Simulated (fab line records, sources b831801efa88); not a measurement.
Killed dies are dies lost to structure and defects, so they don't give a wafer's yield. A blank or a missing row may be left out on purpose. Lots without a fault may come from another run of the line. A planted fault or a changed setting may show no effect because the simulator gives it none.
Which tool did it? | flow gf180mcu | 13 lots, 39 wafers sampled, at 5 steps of a route of 602

WHAT THE GAUGES READ, wafer by wafer
GF_MVPSD_OVL_MEAS_07. Usual: MVPSD_OVL 0.4 nm, standard deviation 1.6.
lot  | measured     | on         | MVPSD_OVL (nm) | flag
L559 | day 5 01:35  | overlay-02 | -2.0 -0.4 -1.6 |
L561 | day 5 10:55  | overlay-01 | 3.8 2.3 2.1    |
L563 | day 6 00:18  | overlay-02 | 2.4 2.9 4.1    |
L564 | day 6 07:40  | overlay-02 | 1.5 2.1 2.1    |
L565 | day 6 13:52  | overlay-02 | -0.9 -2.2 -0.5 |
L566 | day 6 17:19  | overlay-01 | 0.8 1.1 2.4    |
L573 | day 8 13:19  | overlay-01 | -0.7 1.4 1.5   |
L575 | day 9 02:46  | overlay-02 | -0.1 -0.6 0.6  |
L578 | day 9 19:10  | overlay-02 | 1.2 1.4 0.6    |
L579 | day 10 01:52 | overlay-02 | -0.5 0.7 -0.9  |
L580 | day 10 07:23 | overlay-01 | -0.4 -1.6 1.1  |
L581 | day 10 14:24 | overlay-02 | -2.6 -2.1 -0.8 |
L582 | day 10 21:05 | overlay-02 | 0.3 -2.5 -2.0  |

GF_VT_IMPLANT_RS_MEAS_48: measures by four-point-probe. Usual: LVPWELL_RS 1196.1 ohm/sq, standard deviation 2.6.
lot  | measured     | on            | LVPWELL_RS (ohm/sq)  | flag
L559 | day 7 15:51  | film_metro-02 | 1195.3 1191.3 1195.7 |
L561 | day 8 01:29  | film_metro-01 | 1200.2 1199.9 1198.1 |
L563 | day 8 17:22  | film_metro-01 | 1197.4 1200.3 1198.2 |
L564 | day 9 01:52  | film_metro-01 | 1195.4 1191.1 1194.5 |
L565 | day 9 12:32  | film_metro-01 | 1198.1 1199.1 1196.6 |
L566 | day 9 12:46  | film_metro-02 | 1193.4 1193.1 1194.0 |
L573 | day 11 13:58 | film_metro-01 | 1197.2 1196.8 1196.7 |
L575 | day 12 05:29 | film_metro-03 | 1192.0 1200.8 1195.4 |
L578 | day 13 00:02 | film_metro-01 | 1194.4 1194.7 1197.0 |
L579 | day 13 07:05 | film_metro-02 | 1200.5 1198.6 1196.6 |
L580 | day 13 13:16 | film_metro-01 | 1200.8 1197.5 1199.6 |
L581 | day 13 20:36 | film_metro-01 | 1195.3 1200.0 1193.7 |
L582 | day 14 05:47 | film_metro-02 | 1193.1 1192.8 1194.1 |

GF_DUAL_GATE_THK_MEAS_03. Usual: DUAL_GATE_OXIDATION_00_THK 10.79 nm, standard deviation 0.21.
lot  | measured     | on            | DUAL_GATE_OXIDATION_00_THK (nm) | flag
L559 | day 7 17:41  | film_metro-02 | 10.87 11.01 11.00               |
L561 | day 8 03:22  | film_metro-03 | 11.03 10.71 11.07               |
L563 | day 8 19:57  | film_metro-03 | 11.20 11.12 11.05               |
L564 | day 9 03:44  | film_metro-04 | 11.96 11.96 11.83               | OFF
L565 | day 9 14:28  | film_metro-02 | 10.67 10.76 10.74               |
L566 | day 9 15:57  | film_metro-02 | 12.05 12.10 12.05               | OFF
L573 | day 11 16:23 | film_metro-03 | 10.89 10.63 10.89               |
L575 | day 12 09:32 | film_metro-03 | 10.73 10.61 10.59               |
L578 | day 13 01:54 | film_metro-02 | 10.96 11.19 11.07               |
L579 | day 13 09:04 | film_metro-02 | 10.76 10.98 10.89               |
L580 | day 13 15:07 | film_metro-02 | 10.63 10.77 10.52               |
L581 | day 13 22:28 | film_metro-02 | 10.60 10.70 10.73               |
L582 | day 14 08:17 | film_metro-04 | 11.00 11.01 11.11               |

WHICH TOOL RAN EACH LOT (tool, then ch and the chambers of the sampled wafers, then the start)
lot  | GF_VT_IMPLANT_STRIP_20               | GF_DUAL_GATE_OXIDATION_02
L559 | plasma_asher-03 ch 0,1, day 6 07:17  | furnace-01 ch 0, day 7 16:13
L561 | plasma_asher-03 ch 0,1, day 6 16:33  | furnace-01 ch 0, day 8 01:55
L563 | plasma_asher-03 ch 0,1, day 7 07:20  | furnace-02 ch 0, day 8 18:29
L564 | plasma_asher-02 ch 0,1, day 7 15:32  | furnace-02 ch 0, day 9 02:17
L565 | plasma_asher-03 ch 0,1, day 8 01:50  | furnace-01 ch 0, day 9 13:01
L566 | plasma_asher-04 ch 1, day 8 01:53    | furnace-02 ch 0, day 9 14:31
L573 | plasma_asher-04 ch 0,1, day 9 23:53  | furnace-01 ch 0, day 11 14:56
L575 | plasma_asher-02 ch 0,1, day 10 15:17 | furnace-02 ch 0, day 12 08:06
L578 | plasma_asher-02 ch 0,1, day 11 08:05 | furnace-02 ch 0, day 13 00:28
L579 | plasma_asher-02 ch 0,1, day 11 14:40 | furnace-02 ch 0, day 13 07:36
L580 | plasma_asher-04 ch 0,1, day 11 20:32 | furnace-02 ch 0, day 13 13:41
L581 | plasma_asher-03 ch 0,1, day 12 04:20 | furnace-01 ch 0, day 13 21:00
L582 | plasma_asher-04 ch 0,1, day 12 12:16 | furnace-02 ch 0, day 14 06:49
- GF_VT_IMPLANT_STRIP_20: strips in O2/N2.
- GF_DUAL_GATE_OXIDATION_02: stabilise 600 s, purge 300 s, target thk 10.887 nm.

WHAT THE TOOLS THEMSELVES READ (means of the sampled wafers that have a number; where no wafer has one, the mark that the record gives instead)
GF_VT_IMPLANT_STRIP_20. Usual: drypump_motor_current_A 6.0 A, standard deviation 0.5; heater_power_w 324 W, standard deviation 48; oes_product_au 0.716 a.u., standard deviation 0.0045; strip_time_to_endpoint_s 12.60 s, standard deviation 0.032.
lot  | tool            | drypump_motor_current_A (A) | heater_power_w (W) | oes_product_au (a.u.) | strip_time_to_endpoint_s (s) | flag
L559 | plasma_asher-03 | 6.3                         | 297                | 0.721                 | 12.62                        |
L561 | plasma_asher-03 | 6.3                         | 299                | 0.716                 | 12.55                        |
L563 | plasma_asher-03 | 6.3                         | 296                | 0.714                 | 12.59                        |
L564 | plasma_asher-02 | 5.9                         | 309                | 0.717                 | 12.64                        |
L565 | plasma_asher-03 | 6.3                         | 302                | 0.717                 | 12.60                        |
L566 | plasma_asher-04 | 6.2                         | 336                | 0.713                 | 12.61                        |
L573 | plasma_asher-04 | 5.4                         | 325                | 0.719                 | 12.62                        |
L575 | plasma_asher-02 | 5.9                         | 327                | 0.716                 | 12.62                        |
L578 | plasma_asher-02 | 5.9                         | 328                | 0.717                 | 12.58                        |
L579 | plasma_asher-02 | 5.9                         | 313                | 0.720                 | 12.63                        |
L580 | plasma_asher-04 | 5.5                         | 326                | 0.718                 | 12.59                        |
L581 | plasma_asher-03 | 6.5                         | 350                | 0.721                 | 12.62                        |
L582 | plasma_asher-04 | 5.8                         | 329                | 0.714                 | 12.57                        |

GF_DUAL_GATE_OXIDATION_02. Usual: spike_tc_bottom_C 916.7 C, standard deviation 1.6; spike_tc_centre_C 900.4 C, standard deviation 1.1; spike_tc_lower_C 900.2 C, standard deviation 1; spike_tc_top_C 912.9 C, standard deviation 3; spike_tc_upper_C 899.5 C, standard deviation 1.4.
lot  | tool       | spike_tc_bottom_C (C) | spike_tc_centre_C (C) | spike_tc_lower_C (C) | spike_tc_top_C (C) | spike_tc_upper_C (C) | flag
L559 | furnace-01 | 915.4                 | 900.8                 | 900.3                | 910.6              | 896.9                |
L561 | furnace-01 | 915.9                 | 900.5                 | 900.9                | 909.9              | 897.3                |
L563 | furnace-02 | 917.7                 | 901.2                 | 899.2                | 916.3              | 901.2                |
L564 | furnace-02 | 925.5                 | 907.9                 | 908.9                | 924.1              | 908.5                | OFF
L565 | furnace-01 | 915.2                 | 901.8                 | 899.6                | 909.9              | 898.7                |
L566 | furnace-02 | 925.6                 | 907.8                 | 908.5                | 924.2              | 909.2                | OFF
L573 | furnace-01 | 916.0                 | 900.7                 | 901.0                | 910.8              | 899.4                |
L575 | furnace-02 | 916.9                 | 900.7                 | 899.5                | 916.0              | 899.8                |
L578 | furnace-02 | 918.4                 | 899.0                 | 899.7                | 916.4              | 900.4                |
L579 | furnace-02 | 917.8                 | 899.6                 | 899.7                | 915.7              | 899.1                |
L580 | furnace-02 | 917.1                 | 899.2                 | 899.7                | 914.8              | 901.0                |
L581 | furnace-01 | 916.1                 | 899.8                 | 901.0                | 910.1              | 898.8                |
L582 | furnace-02 | 918.5                 | 900.2                 | 900.6                | 915.5              | 900.4                |

THE ANSWER, worked out from the rows above alone
Rule: a lot is off if the mean of its wafers that have a number lies more than 3 standard deviations from the usual mean. A lot without any number at a reading at which 4 lots or more have one is off too. The other lots that the step has rows for count as sound. The gauges are gone through in route order, then the tools' own readings, and for those a lot's mean is taken as printed above. The first step at which some lot is off is used, and at that step the reading that is off furthest; a lot without a number counts as furthest.
Off: L564, L566, at GF_DUAL_GATE_THK_MEAS_03 (DUAL_GATE_OXIDATION_00_THK).
A tool fits if, at a process step before that reading, it ran every lot that is off, and no sound lot after the first of them. The gauges at GF_DUAL_GATE_THK_MEAS_03 aren't tried: what is off there is off at GF_DUAL_GATE_OXIDATION_02 too, on other tools, and a gauge's error can't cause that. None of those tried fits.

WHAT THE SIMULATOR HAD PUT IN
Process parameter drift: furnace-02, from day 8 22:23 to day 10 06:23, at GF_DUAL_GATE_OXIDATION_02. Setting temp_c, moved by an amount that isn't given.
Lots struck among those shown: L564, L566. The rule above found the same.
